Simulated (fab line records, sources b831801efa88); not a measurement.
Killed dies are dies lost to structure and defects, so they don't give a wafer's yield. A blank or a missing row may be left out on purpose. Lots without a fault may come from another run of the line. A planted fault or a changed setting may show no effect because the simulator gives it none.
fab line records | flow sky130
record lots=7 wafers=21 last_day=48
route steps=708 shown VIA2@525 METAL3@532 CAPM@537 PAD_OPEN@708
lots that met no fault: from a run of the same line without faults
start_h: hours from the record's first day to the start of the lot's first wafer shown | wait_h: hours since the lot's step before | " the same as in the row above | L1.1+2: a row that stands for several wafers | - no value, or no start given | * or withheld: withheld | < > ~ a bound
route shown NAME@n: a module of which the file shows steps, and the number in the route of the first | usual: mean/standard deviation of fault-free wafers | same: alike in all rows | chamber/n: place in a boat | sites: the reading at each site | _std_site: their standard deviation | _edge_site: outer sites' mean less inner sites' | radius_mm: how far each site lies from the wafer's centre | mask NAME#n: copy n | behind: the tool/chamber that last shaped the wafer | hold: why the lot was held/for how many hours/how that ended | device: the transistor (n, p or np) that didn't switch | end of line: the same wafers' tests at the end of the route | a step without rows: its recipe alone | killed: dies lost to structure and defects at the first sort, not the wafer's yield | map: a wafer's dies, x killed, . not, _ none there
set.NAME: the setting as run; set.NAME@STEP: as run at that earlier step | model.NAME: the simulator's own value behind a step, which no gauge read
lots at some steps of the route; a table a step, a row a wafer
services: from which hour (start_h, from the record's first day; less than 0 if before it) a tool's chamber was out of use, for how many hours, and why
## steps
# step SKY_VIA2_CLEAN_18
# recipe chemistry=IPA time_s=180 temp_c=25
# step SKY_VIA2_CLEAN_19
# recipe chemistry=O3/DIW dry=n2_spin
# step SKY_VIA2_SPUTTER_20
# recipe material=TiN target_thk_nm=20 chamber_pressure_pa=5 power_w=4000 time_s=80
# usual cathode_dc_power_W=4000.0/0.75 throttle_valve_pct=29.8/1
# columns lot.wafer tool chamber start_h wait_h cathode_dc_power_W throttle_valve_pct
L713.1 pvd_sputter-02 - 847.60 0.0 3998.9 29.7
L713.4 " - " " 4000.4 28.2
L713.5 " - " " 3999.3 29.4
L716.1 pvd_sputter-02 - 875.28 0.0 4000.6 28.6
L716.3 " - " " 4000.5 30.0
L716.5 " - " " 3997.5 28.3
L721.1 pvd_sputter-04 - 908.03 0.0 4000.8 32.4
L721.4 " - " " 4000.1 30.2
L721.6 " - " " 4000.8 29.6
L724.1 pvd_sputter-01 - 930.39 0.0 4000.8 30.5
L724.5 " - " " 3999.9 29.9
L724.6 " - " " 4000.7 28.6
L726.2 pvd_sputter-01 - 942.29 0.0 3999.8 30.5
L726.3 " - " " 3999.6 28.3
L726.5 " - " " 3998.4 28.4
L728.1 pvd_sputter-02 - 958.34 0.0 4001.3 28.5
L728.3 " - " " 4000.9 30.0
L728.5 " - " " 3999.7 28.6
L729.3 pvd_sputter-01 - 960.29 0.0 4000.5 30.5
L729.5 " - " " 4000.7 28.8
L729.6 " - " " 4001.0 29.9
# step SKY_VIA2_CVD_21
# recipe material=W target_thk_nm=420 time_s=126.4 temp_c=400 pressure_torr=40
# usual heater_power_w=786/38
# columns lot.wafer tool chamber start_h wait_h heater_power_w
L713.1 cvd_w-02 1 847.66 0.0 827
L713.4 " 1 " " 828
L713.5 " 0 " " 784
L716.1 cvd_w-02 0 875.34 0.0 794
L716.3 " 0 " " 806
L716.5 " 0 " " 799
L721.1 cvd_w-01 1 908.09 0.0 827
L721.4 " 0 " " 762
L721.6 " 1 " " 819
L724.1 cvd_w-01 0 930.45 0.0 724
L724.5 " 0 " " 757
L724.6 " 1 " " 830
L726.2 cvd_w-01 1 942.35 0.0 835
L726.3 " 0 " " 756
L726.5 " 0 " " 761
L728.1 cvd_w-02 1 958.40 0.0 738
L728.3 " 0 " " 762
L728.5 " 1 " " 748
L729.3 cvd_w-02 1 960.39 0.1 766
L729.5 " 1 " " 739
L729.6 " 0 " " 727
# step SKY_VIA2_RS_MEAS_22
# recipe thk_meas_gauge=four-point-probe reads=W_of_VIA2_CVD_21+TiN_of_VIA2_SPUTTER_20
# usual VIA2_W_RS=0.2734/0.0026
# columns lot.wafer tool chamber start_h wait_h VIA2_W_RS[ohm/sq]
L713.1 film_metro-04 - 847.79 0.1 0.2767
L713.4 " - " " 0.2733
L713.5 " - " " 0.2733
L716.1 film_metro-04 - 875.47 0.1 0.2714
L716.3 " - " " 0.2719
L716.5 " - " " 0.2751
L721.1 film_metro-03 - 908.22 0.1 0.2736
L721.4 " - " " 0.2699
L721.6 " - " " 0.2683
L724.1 film_metro-03 - 930.58 0.1 0.2773
L724.5 " - " " 0.2736
L724.6 " - " " 0.2703
L726.2 film_metro-04 - 942.50 0.1 0.2710
L726.3 " - " " 0.2733
L726.5 " - " " 0.2723
L728.1 film_metro-02 - 958.53 0.1 0.2742
L728.3 " - " " 0.2757
L728.5 " - " " 0.2724
L729.3 film_metro-03 - 960.52 0.1 0.2726
L729.5 " - " " 0.2729
L729.6 " - " " 0.2732
# step SKY_VIA2_THK_MEAS_23
# recipe thk_meas_gauge=xrf reads=W_of_VIA2_CVD_21
# usual VIA2_W_THK=426/5.9
# columns lot.wafer tool chamber start_h wait_h VIA2_W_THK[nm]
L713.1 film_metro-04 - 847.91 0.1 421
L713.4 " - " " 424
L713.5 " - " " 423
L716.1 film_metro-04 - 875.59 0.1 426
L716.3 " - " " 426
L716.5 " - " " 420
L721.1 film_metro-03 - 908.34 0.1 421
L721.4 " - " " 428
L721.6 " - " " 429
L724.1 film_metro-03 - 930.70 0.1 422
L724.5 " - " " 429
L724.6 " - " " 434
L726.2 film_metro-04 - 942.61 0.1 428
L726.3 " - " " 425
L726.5 " - " " 425
L728.1 film_metro-02 - 958.65 0.1 431
L728.3 " - " " 427
L728.5 " - " " 432
L729.3 film_metro-03 - 960.62 0.1 429
L729.5 " - " " 429
L729.6 " - " " 429
# step SKY_VIA2_CMP_24
# recipe stop_on=SiO2 t_overpolish_s=20 down_force_psi=3.5 platen_rpm=60 target_thk_nm=0 pad_velocity_m_s=0.94248
# usual motor_current_A=10.6/0.69 overpolish_run_s=20.001/0.0085 platen_rpm=60.00/0.037 time_to_endpoint_s=102/3.3
# columns lot.wafer tool chamber start_h wait_h motor_current_A overpolish_run_s platen_rpm time_to_endpoint_s
L713.1 cmp-01 0 848.07 0.1 9.8 19.993 60.08 100
L713.4 " 1 " " 11.0 19.984 60.01 102
L713.5 " 2 " " 11.6 20.007 60.06 98
L716.1 cmp-01 0 875.75 0.1 9.8 19.993 60.10 103
L716.3 " 1 " " 10.7 20.013 59.99 101
L716.5 " 3 " " 11.0 19.993 59.96 101
L721.4 cmp-02 3 908.50 0.1 10.2 20.005 59.99 103
L721.1 " 0 " " 9.5 20.009 60.04 103
L721.6 " 2 " " 10.6 19.989 60.01 104
L724.1 cmp-01 3 930.91 0.2 11.2 19.997 60.07 96
L724.6 " 0 " " 10.2 20.018 60.07 101
L724.5 " 1 " " 10.6 20.000 60.02 98
L726.3 cmp-02 0 942.76 0.1 9.6 19.998 59.97 106
L726.2 " 1 " " 10.9 19.999 60.03 103
L726.5 " 2 " " 11.2 19.978 60.03 101
L728.1 cmp-01 2 958.71 0.1 11.8 19.992 60.02 105
L728.3 " 3 " " 11.0 20.007 60.00 102
L728.5 " 3 " " 11.3 19.991 60.04 103
L729.3 cmp-01 1 960.66 0.0 10.4 19.996 59.95 107
L729.5 " 1 " " 10.2 20.002 59.95 102
L729.6 " 2 " " 11.5 19.998 60.01 102
# step SKY_METAL3_SPUTTER_00
# recipe material=Ti target_thk_nm=15 power_w=3000 time_s=10 chamber_pressure_pa=0.4
# step SKY_METAL3_SPUTTER_01
# recipe material=TiN target_thk_nm=20 power_w=6500 time_s=16.7 chamber_pressure_pa=0.4
# step SKY_METAL3_SPUTTER_02
# recipe material=AlCu target_thk_nm=735 power_w=10600 time_s=39.1 chamber_pressure_pa=0.4
# step SKY_METAL3_SPUTTER_03
# recipe material=Ti target_thk_nm=5 power_w=3000 time_s=3.3 chamber_pressure_pa=0.4
# step SKY_METAL3_SPUTTER_04
# recipe material=TiN target_thk_nm=70 power_w=6500 time_s=58.3 chamber_pressure_pa=0.4
# usual cathode_dc_power_W=6499.7/1.1 throttle_valve_pct=30.0/1
# columns lot.wafer tool chamber start_h wait_h cathode_dc_power_W throttle_valve_pct
L713.1 pvd_sputter-01 - 848.39 0.0 6500.4 30.4
L713.4 " - " " 6498.3 30.1
L713.5 " - " " 6500.8 28.3
L716.1 pvd_sputter-04 - 876.06 0.0 6497.9 30.4
L716.3 " - " " 6499.8 29.8
L716.5 " - " " 6498.1 29.6
L721.1 pvd_sputter-01 - 908.81 0.0 6501.5 29.8
L721.4 " - " " 6499.4 30.1
L721.6 " - " " 6499.8 30.1
L724.1 pvd_sputter-04 - 931.17 0.0 6499.0 29.6
L724.5 " - " " 6498.7 32.7
L724.6 " - " " 6502.0 30.3
L726.2 pvd_sputter-01 - 943.07 0.0 6500.1 30.4
L726.3 " - " " 6500.1 29.8
L726.5 " - " " 6499.0 30.5
L728.1 pvd_sputter-03 - 959.11 0.0 6500.8 30.4
L728.3 " - " " 6497.6 29.4
L728.5 " - " " 6500.2 29.5
L729.3 pvd_sputter-04 - 961.06 0.0 6501.3 30.0
L729.5 " - " " 6499.8 30.0
L729.6 " - " " 6498.9 30.6
# step SKY_CAPM_CVD_00
# recipe material=SiO2 target_thk_nm=15.5 temp_c=400 time_s=withheld rf_w=450
# usual heater_power_w=773/87
# columns lot.wafer tool chamber start_h wait_h heater_power_w
L713.1 pecvd-03 1 848.45 0.0 847
L713.4 " 0 " " 818
L713.5 " 2 " " 669
L716.1 pecvd-03 0 876.11 0.0 712
L716.3 " 2 " " 590
L716.5 " 0 " " 727
L721.1 pecvd-03 2 908.86 0.0 707
L721.4 " 1 " " 881
L721.6 " 2 " " 705
L721.1 pecvd-03 2 909 - 714
L721.4 " 1 " " 898
L721.6 " 2 " " 715
L724.1 pecvd-01 1 931.22 0.0 813
L724.5 " 2 " " 601
L724.6 " 0 " " 731
L724.1 pecvd-01 1 931 - 793
L724.5 " 2 " " 594
L724.6 " 0 " " 729
L726.2 pecvd-04 2 943.12 0.0 747
L726.3 " 0 " " 914
L726.5 " 1 " " 900
L726.2 pecvd-04 2 943 - 759
L726.3 " 0 " " 928
L726.5 " 1 " " 909
L728.1 pecvd-01 2 959.16 0.0 672
L728.3 " 0 " " 721
L728.5 " 0 " " 717
L729.3 pecvd-03 1 961.11 0.0 882
L729.5 " 1 " " 893
L729.6 " 2 " " 663
# step SKY_CAPM_THK_MEAS_01
# recipe reads=SiO2_of_CAPM_CVD_00
# usual CAPM_CVD_00_THK=15.49/0.2
# columns lot.wafer tool chamber start_h wait_h CAPM_CVD_00_THK[nm]
L713.1 film_metro-04 - 848.47 - 15.41
L713.4 " - " " 15.54
L713.5 " - " " 15.53
L716.1 film_metro-01 - 876.13 - 15.37
L716.3 " - " " 15.32
L716.5 " - " " 15.66
L721.1 film_metro-04 - 909.07 - 30.69
L721.4 " - " " 31.44
L721.6 " - " " 31.67
L724.1 film_metro-03 - 931.43 - 30.70
L724.5 " - " " 31.60
L724.6 " - " " 31.80
L726.2 film_metro-04 - 943.34 - 30.69
L726.3 " - " " 30.94
L726.5 " - " " 31.50
L728.1 film_metro-01 - 959.18 - 15.28
L728.3 " - " " 15.25
L728.5 " - " " 15.65
L729.3 film_metro-03 - 961.32 - 15.23
L729.5 " - " " 15.50
L729.6 " - " " 15.76
# step SKY_CAPM_SPUTTER_02
# recipe material=TiN target_thk_nm=200 temp_c=300 power_w=6500 time_s=166.7 chamber_pressure_pa=0.4
# usual cathode_dc_power_W=6499.9/1.3 throttle_valve_pct=30.0/1.1
# columns lot.wafer tool chamber start_h wait_h cathode_dc_power_W throttle_valve_pct
L713.1 pvd_sputter-03 - 848.53 0.1 6500.8 29.8
L713.4 " - " " 6501.3 29.6
L713.5 " - " " 6501.6 31.3
L716.1 pvd_sputter-03 - 876.19 0.1 6502.2 30.3
L716.3 " - " " 6498.1 31.7
L716.5 " - " " 6499.9 31.3
L721.1 pvd_sputter-03 - 909.13 0.1 6498.0 30.0
L721.4 " - " " 6498.9 29.6
L721.6 " - " " 6501.3 29.6
L724.1 pvd_sputter-03 - 931.49 0.1 6498.2 31.6
L724.5 " - " " 6499.9 30.1
L724.6 " - " " 6500.1 29.6
L726.2 pvd_sputter-04 - 943.39 0.0 6498.1 32.6
L726.3 " - " " 6497.6 29.7
L726.5 " - " " 6498.3 30.0
L728.1 pvd_sputter-04 - 959.24 0.1 6501.4 29.6
L728.3 " - " " 6500.7 30.5
L728.5 " - " " 6499.4 30.1
L729.3 pvd_sputter-02 - 961.36 0.0 6499.5 29.6
L729.5 " - " " 6499.9 29.3
L729.6 " - " " 6500.3 29.9
# step SKY_PAD_OPEN_PROBE_99
# usual defect_limited_yield=82.6/1.9 killed_at_M0_to_M3=43/7 killed_at_M4_up=3.1/2 killed_at_contacts=24/5.3 killed_at_front_end=15/4.2 killed_at_other=0.4/0.66 killed_dies=86/9.5 killed_open=47/7.4 killed_short=38/6.2
# same gross_dies=492 killed_at_back_side=0
# columns lot.wafer tool chamber start_h wait_h defect_limited_yield[%] killed_at_M0_to_M3 killed_at_M4_up killed_at_contacts killed_at_front_end killed_at_other killed_dies killed_open killed_short model.etest.tester.sort_n_pass model.etest.tester.sort_yield_pct model.etest.tester.sort_bin_3_pct model.etest.nfet_16v.over_limit model.etest.nfet_01v8.short model.etest.mcon_chain.short model.etest.pfet_01v8_mvt.over_limit model.etest.nfet_g5v0d10v5.over_limit
L713.1 prober-01 - 1074.77 0.1 80.3 51 4 24 18 0 97 59 38 395 80.28 0.813 0 0 0 0 0
L713.4 prober-01 - 1074.92 0.2 81.3 47 4 32 9 0 92 58 34 400 81.3 0.2033 0 0 0 0 0
L713.5 prober-01 - 1074.97 0.2 85.4 36 2 19 14 1 72 46 26 420 85.37 0.6098 0 0 0 0 0
L716.1 prober-02 - 1097.15 0.1 83.5 45 3 24 9 0 81 42 39 411 83.54 0.813 0 0 0 0 0
L716.3 prober-02 - 1097.25 0.2 82.5 42 3 27 14 0 86 52 32 406 82.52 0 0 0 0 0 0
L716.5 prober-02 - 1097.35 0.2 81.9 51 0 25 11 2 89 49 36 403 81.91 0.6098 0 0 0 0 0
L721.1 prober-01 - 1123.44 0.1 83.7 25 5 32 17 1 80 53 27 0 0 84.55 1 1 1 1 1
L721.4 prober-01 - 1123.59 0.2 82.1 41 3 22 21 1 88 54 34 0 0 82.72 1 1 1 1 1
L721.6 prober-01 - 1123.69 0.2 83.5 36 2 23 20 0 81 41 40 0 0 84.55 1 1 1 1 1
L724.1 prober-02 - 1139.55 0.1 83.3 40 1 25 16 0 82 49 33 0 0 83.54 1 1 1 1 1
L724.5 prober-02 - 1139.75 0.2 79.9 47 4 29 19 0 99 52 47 0 0 80.69 1 1 1 1 1
L724.6 prober-02 - 1139.80 0.2 81.1 43 3 31 15 1 93 51 42 0 0 81.91 1 1 1 1 1
L726.2 prober-01 - 1150.12 0.1 81.9 41 3 25 19 1 89 32 57 0 0 82.72 1 1 1 1 1
L726.3 prober-01 - 1150.17 0.2 82.9 35 2 32 14 1 84 52 32 0 0 83.74 1 1 1 1 1
L726.5 prober-01 - 1150.27 0.2 81.3 48 4 28 12 0 92 52 40 0 0 82.11 1 1 1 1 1
L728.1 prober-01 - 1160.64 0.1 83.3 47 2 26 7 0 82 41 41 410 83.33 0.813 0 0 0 0 0
L728.3 prober-01 - 1160.74 0.2 83.9 46 4 16 13 0 79 38 41 413 83.94 1.016 0 0 0 0 0
L728.5 prober-01 - 1160.84 0.2 84.8 30 3 24 18 0 75 42 33 417 84.76 0.2033 0 0 0 0 0
L729.3 prober-02 - 1162.13 0.2 81.9 44 1 24 20 0 89 47 42 403 81.91 0.813 0 0 0 0 0
L729.5 prober-02 - 1162.23 0.2 80.9 42 0 36 15 1 94 49 44 398 80.89 1.22 0 0 0 0 0
L729.6 prober-02 - 1162.28 0.2 80.7 46 1 29 18 1 95 54 40 397 80.69 1.016 0 0 0 0 0
# killed by level:class
L713.1 VIA1:geometric_particle:open=16 LI_CONTACT:geometric_particle:open=8 CONTACT:geometric_particle:open=8 FIELD_ISO:geometric_particle:open=7 METAL1:geometric_particle:short=6 VIA2:geometric_particle:open=6 VIA3:geometric_particle:open=5 POLY_GATE:geometric_particle:open=4
L713.4 CONTACT:geometric_particle:open=13 LI_CONTACT:geometric_particle:open=9 VIA2:geometric_particle:open=9 VIA3:geometric_particle:open=7 VIA1:geometric_particle:short=7 VIA1:geometric_particle:open=7 METAL2:geometric_particle:short=6 LOCAL_INTERCONNECT:geometric_particle:short=4
L713.5 VIA1:geometric_particle:open=14 LI_CONTACT:geometric_particle:open=12 VIA2:geometric_particle:open=6 FIELD_ISO:geometric_particle:short=5 LOCAL_INTERCONNECT:geometric_particle:short=5 VIA3:geometric_particle:open=5 METAL2:geometric_particle:short=4 FIELD_ISO:geometric_particle:open=3
L716.1 CONTACT:geometric_particle:open=11 VIA1:geometric_particle:open=11 VIA1:geometric_particle:short=8 CONTACT:geometric_particle:short=5 VIA3:geometric_particle:short=5 METAL2:geometric_particle:short=5 LI_CONTACT:geometric_particle:open=4 VIA3:geometric_particle:open=4
L716.3 VIA1:geometric_particle:open=14 LI_CONTACT:geometric_particle:open=11 VIA3:geometric_particle:open=8 CONTACT:geometric_particle:open=7 METAL1:geometric_particle:short=5 FIELD_ISO:geometric_particle:open=4 CONTACT:geometric_particle:short=4 VIA1:geometric_particle:short=4
L716.5 CONTACT:geometric_particle:open=12 VIA1:geometric_particle:open=10 METAL2:geometric_particle:short=9 LI_CONTACT:geometric_particle:open=7 VIA3:geometric_particle:open=7 METAL1:geometric_particle:short=5 VIA1:geometric_particle:short=5 VIA2:geometric_particle:open=5
L721.1 CONTACT:geometric_particle:open=13 VIA1:geometric_particle:open=8 LI_CONTACT:geometric_particle:open=7 FIELD_ISO:geometric_particle:short=6 VIA2:geometric_particle:open=6 LOCAL_INTERCONNECT:geometric_particle:short=5 CONTACT:geometric_particle:short=5 POLY_GATE:geometric_particle:open=4
L721.4 CONTACT:geometric_particle:open=10 VIA1:geometric_particle:open=9 VIA3:geometric_particle:open=8 FIELD_ISO:geometric_particle:short=5 VIA2:geometric_particle:open=5 FIELD_ISO:geometric_particle:open=4 SPACER:geometric_particle:open=4 LI_CONTACT:geometric_particle:open=4
L721.6 VIA1:geometric_particle:open=8 FIELD_ISO:geometric_particle:short=7 LOCAL_INTERCONNECT:geometric_particle:short=6 CONTACT:geometric_particle:open=6 VIA3:geometric_particle:open=6 CONTACT:geometric_particle:short=5 LI_CONTACT:geometric_particle:open=5 VIA2:geometric_particle:open=5
L724.1 CONTACT:geometric_particle:open=10 VIA3:geometric_particle:open=8 VIA2:geometric_particle:open=8 FIELD_ISO:geometric_particle:open=6 CONTACT:geometric_particle:short=6 VIA1:geometric_particle:open=6 VIA3:geometric_particle:short=5 FIELD_ISO:geometric_particle:short=4
L724.5 METAL2:geometric_particle:short=13 LI_CONTACT:geometric_particle:open=9 CONTACT:geometric_particle:open=9 VIA1:geometric_particle:open=9 CONTACT:geometric_particle:short=8 VIA2:geometric_particle:open=8 POLY_GATE:geometric_particle:short=5 FIELD_ISO:geometric_particle:open=4
L724.6 METAL1:geometric_particle:short=11 CONTACT:geometric_particle:open=9 VIA1:geometric_particle:open=9 LI_CONTACT:geometric_particle:open=8 LOCAL_INTERCONNECT:geometric_particle:short=7 VIA3:geometric_particle:open=6 FIELD_ISO:geometric_particle:open=5 POLY_GATE:geometric_particle:open=4
L726.2 CONTACT:geometric_particle:short=10 FIELD_ISO:geometric_particle:short=9 VIA1:geometric_particle:open=9 METAL1:geometric_particle:short=8 FIELD_ISO:geometric_particle:open=7 VIA3:geometric_particle:short=5 LI_CONTACT:geometric_particle:short=4 LOCAL_INTERCONNECT:geometric_particle:short=4
L726.3 VIA1:geometric_particle:open=12 CONTACT:geometric_particle:open=12 LI_CONTACT:geometric_particle:open=7 VIA3:geometric_particle:open=6 FIELD_ISO:geometric_particle:short=5 METAL1:geometric_particle:short=5 POLY_GATE:geometric_particle:open=4 LI_CONTACT:geometric_particle:short=4
L726.5 LI_CONTACT:geometric_particle:open=10 VIA3:geometric_particle:open=10 VIA2:geometric_particle:open=9 VIA1:geometric_particle:short=8 CONTACT:geometric_particle:open=8 VIA1:geometric_particle:open=6 CONTACT:geometric_particle:short=5 METAL2:geometric_particle:short=5
L728.1 LI_CONTACT:geometric_particle:open=10 VIA1:geometric_particle:open=10 VIA1:geometric_particle:short=8 VIA3:geometric_particle:open=8 CONTACT:geometric_particle:open=6 CONTACT:geometric_particle:short=6 VIA3:geometric_particle:short=5 METAL2:geometric_particle:short=5
L728.3 VIA1:geometric_particle:short=8 VIA2:geometric_particle:open=7 VIA3:geometric_particle:open=6 CONTACT:geometric_particle:open=6 LI_CONTACT:geometric_particle:open=5 METAL1:geometric_particle:short=5 VIA3:geometric_particle:short=5 FIELD_ISO:geometric_particle:short=4
L728.5 CONTACT:geometric_particle:open=11 VIA2:geometric_particle:open=8 FIELD_ISO:geometric_particle:short=7 LI_CONTACT:geometric_particle:open=5 VIA1:geometric_particle:open=5 LOCAL_INTERCONNECT:geometric_particle:short=4 VIA3:geometric_particle:open=4 SPACER:geometric_particle:short=3
L729.3 VIA2:geometric_particle:open=9 FIELD_ISO:geometric_particle:open=7 CONTACT:geometric_particle:open=7 METAL1:geometric_particle:short=7 VIA1:geometric_particle:open=6 POLY_GATE:geometric_particle:open=6 VIA1:geometric_particle:short=6 LI_CONTACT:geometric_particle:open=5
L729.5 CONTACT:geometric_particle:open=10 VIA2:geometric_particle:open=10 LI_CONTACT:geometric_particle:open=9 CONTACT:geometric_particle:short=8 VIA3:geometric_particle:open=5 FIELD_ISO:geometric_particle:open=5 LOCAL_INTERCONNECT:geometric_particle:short=5 VIA1:geometric_particle:open=5
L729.6 VIA1:geometric_particle:open=15 CONTACT:geometric_particle:open=9 FIELD_ISO:geometric_particle:short=8 LI_CONTACT:geometric_particle:open=8 FIELD_ISO:geometric_particle:open=6 LOCAL_INTERCONNECT:geometric_particle:short=5 METAL2:geometric_particle:short=5 VIA3:geometric_particle:open=5
## services
# columns tool chamber start_h hours kind
pvd_sputter-03 - 824.07 3.8 repair
cvd_w-02 0 826.40 4.9 repair
cmp-01 - 838.50 3.7 repair
cvd_w-01 0 838.66 11.6 repair
cvd_w-01 - 847.17 3.1 repair
cmp-02 - 848.53 23.0 pm
pecvd-03 2 853.13 6.8 repair
pvd_sputter-01 - 858.52 5.7 repair
pvd_sputter-02 - 860.27 14.7 repair
cvd_w-01 - 874.68 2.0 repair
pecvd-04 1 880.00 5.1 repair
cvd_w-02 0 881.27 8.7 repair
pecvd-04 2 898.04 3.4 repair
cmp-01 - 899.16 3.7 pm
cvd_w-02 - 904.14 14.0 pm
pecvd-04 - 909.66 28.1 pm
cmp-01 - 912.00 4.0 pm
cmp-02 - 922.67 2.3 repair
cmp-01 - 937.43 5.5 repair
cvd_w-02 - 940.97 0.4 repair
pvd_sputter-03 - 942.61 3.5 repair
pvd_sputter-01 - 948.20 2.6 repair
cmp-01 - 954.23 0.6 repair
pvd_sputter-02 - 957.48 0.6 repair
## key
first_sign step=SKY_CAPM_CVD_00 reading=visit direction=added
effect step=SKY_CAPM_THK_MEAS_01 reading=CAPM_CVD_00_THK direction=up sigmas=80 usual=15.49 struck=31.23
model_effect step=SKY_PAD_OPEN_PROBE_99 value=etest.tester.sort_n_pass without=404.6 struck=0
met_at SKY_CAPM_CVD_00
struck_wafers L721.1,L721.4,L721.6,L724.1,L724.5,L724.6,L726.2,L726.3,L726.5
fault kind=repeated_step_whole tool=pecvd-01,pecvd-03,pecvd-04 chamber=- onset_h=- steps=SKY_CAPM_CVD_00 times=1 scope=struck_lots_only
